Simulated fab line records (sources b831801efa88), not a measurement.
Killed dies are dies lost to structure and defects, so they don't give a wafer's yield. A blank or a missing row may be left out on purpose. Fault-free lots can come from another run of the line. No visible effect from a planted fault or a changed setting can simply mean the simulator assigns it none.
Matching of chambers    flow sky130    4 sister chambers for SKY_POLY_CUT_ETCH_10 on rieDiel-01
The step etches BARC in N2/H2, stops on SiO2, time 45.9 s, target depth 60 nm. 4 wafers are shown with their chamber, then 7 later ones without.

## WAFERS WITH THEIR CHAMBER
wafer   chamber  oesProductAu (a.u.)
L969.2  1        0.863
L974.5  3        0.862
L975.6  2        0.844
L983.5  0        0.851

## WAFERS WHOSE CHAMBER IS MISSING
wafer   oesProductAu (a.u.)
L983.6  0.848
L988.2  0.851
L988.3  0.863
L988.6  0.853
L989.2  0.862
L989.4  0.852
L989.6  0.858

## WHICH CHAMBER EACH WENT THROUGH
wafer    from the rows above            in truth
L983.6   can't be placed: 0 or 2        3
L988.2   0                              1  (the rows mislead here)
L988.3   can't be placed: 1 or 3        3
L988.6   0                              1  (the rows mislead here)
L989.2   can't be placed: 3 or 1        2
L989.4   0                              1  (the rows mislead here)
L989.6   can't be placed: 3 or 1 or 0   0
Placed correctly: 0 of 7. From these rows, 4 cannot be placed; in 2 the true chamber is one of the candidates. Wrongly placed: 3.
How it was worked out, from the rows above alone: a wafer's distance from a chamber is the root of the sum, over the readings, of the square of ((its reading less the chamber's mean) divided by the reading's scatter). If the next closest chamber is less than 2 further off than the closest, the wafer can't be placed; otherwise it belongs to the closest. The mean given for a chamber averages the wafers shown for that chamber. The scatter: with one shown wafer a chamber, the root of the mean of the squares of how far each hidden wafer lies from its nearest shown one.
